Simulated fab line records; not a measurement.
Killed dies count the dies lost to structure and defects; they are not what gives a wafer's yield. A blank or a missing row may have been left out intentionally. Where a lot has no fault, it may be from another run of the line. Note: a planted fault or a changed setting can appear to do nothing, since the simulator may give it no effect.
Problem report in the 8D (eight disciplines) form, filled by code ; flow gf180mcu ; the parts of the form that need people (team, actions taken, sign-off) are left out

== 1. THE ISSUE ==
On 3 wafers of 1 lot, cd nm at GF_M3_CD_MEAS_14 has a mean of 229.0 nm; fault-free wafers read 280.0 nm, standard deviation 1.3. Relative to the usual mean, that is a shift of -39 standard deviations.
The step: target cd 280 nm.
First seen on wafer L948.3, day 26 08:52, on cd sem-02. At this step, 36 wafers from 12 lots have a number in the record. Rule for "out" (also "out of limits"): further than 4 standard deviations from the usual mean. The rest of the wafers with a number are treated as sound.

== 2. WHAT IT IS; WHAT IT IS NOT ==
question;is;is not
which readings at this step;cd nm;-
which lots;L948;L935, L936, L937, L939, L941, L944, L945, L952, L954, L956, L958
which wafers of those lots;all that have a number;-
read on which gauges;cd sem-02;cd sem-01
when;from day 26 08:52;"up to then (21 sound wafers); but 12 sound wafers of L952, L954, L956, L958 came after"

== 3. WHAT RULES OUT EACH SUSPECT ==
Counting: a tool at any process step up to the reading remains a suspect when it ran all the lots that are out and ran no sound lot after the first of those.
- the gauge at GF_M3_CD_MEAS_14 has been ruled out. All the wafers that are out were read on cd sem-02, but those of them that GF_M3_EXPOSE_11 has rows for are out there too, on other tools.
- rie diel-03 at GF_V2_ETCH_17 (etches SiO2 in C4F8/O2/Ar, stops on TiN, target depth 630 nm): ruled out as a lasting fault. After its first lot that is out, L948 (day 25 09:56), sound lots L952, L956 ran on it. Because GF_V2_ETCH_17 lacks a start for some lots, the hours and order of its lots are taken from GF_V2_STRIP_18.
- plasma asher-02 at GF_V2_STRIP_18 (strips in O2/N2): ruled out as a lasting fault. After its first lot that is out, L948 (day 25 09:56), sound lots L958 ran on it.
- krf scanner-01 at GF_M3_EXPOSE_11 (exposes mask Metal3, target cd 280 nm): kept. It ran the lot that is out, L948 (day 25 22:16), and no sound lot after that; its last sound lot up to then is L941 (day 23 21:38). Its own exposure dose mJ cm2 readings are out on those wafers.
The count leaves krf scanner-01 at GF_M3_EXPOSE_11.

== 4. THE CAUSE (what the simulator had put in) ==
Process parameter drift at GF_M3_EXPOSE_11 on krf scanner-01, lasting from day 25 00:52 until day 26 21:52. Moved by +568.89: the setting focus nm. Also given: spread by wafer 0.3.
The count eliminated every tool but this one.

== 5. THE CHAIN OF EFFECTS, in route order ==
Rows list readings where the struck wafers' mean (over those with a number) sits beyond 3 standard deviations from the usual. Only readings whose record carries a usual standard deviation are examined. hours: median over the lots of the time between each lot's start at the first step of this table that gives one and its start at this step. sigmas: the change, counted in usual standard deviations.
hours;step;reading;usual;on struck wafers;change;sigmas
0;GF_M3_EXPOSE_11;exposure dose mJ cm2;27.98;25.24;-2.74;-88
11;GF_M3_CD_MEAS_14;cd nm;280.0 nm;229.0;-51.0;-39
175;GF_PASSIVATION_PROBE_99;defect limited yield;90.1 %;41.5;-48.6;-30
175;GF_PASSIVATION_PROBE_99;killed_at_M0_to_M3;21;261;+240;+53
175;GF_PASSIVATION_PROBE_99;killed dies;49;288;+239;+31
175;GF_PASSIVATION_PROBE_99;killed on rim;9;44;+35;+11
175;GF_PASSIVATION_PROBE_99;sort_bin_5_function;5.7 %;53.9;+48.2;+40
175;GF_PASSIVATION_PROBE_99;sort n pass;443;204;-239;-31
175;GF_PASSIVATION_PROBE_99;sort yield pct;90.1 %;41.5;-48.6;-30
Process steps it contains:
- GF_M3_EXPOSE_11: exposes mask Metal3, target cd 280 nm.
- GF_PASSIVATION_PROBE_99

== 6. WHAT WOULD HAVE CAUGHT IT SOONER ==
Counted from the fault's start at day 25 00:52, it took 32 hours until the first out-of-limits reading at a measuring or inspecting step in this record, taken at day 26 08:52.
At GF_M3_EXPOSE_11, the tool's own readings (exposure dose mJ cm2) were out on each struck wafer the step has a row for, so an alarm limit on them would have fired on the first such wafer.
By day 26 08:52, every lot that is out (1) had started GF_M3_EXPOSE_11 on krf scanner-01. A hold on the tool at that time would have spared none of them.
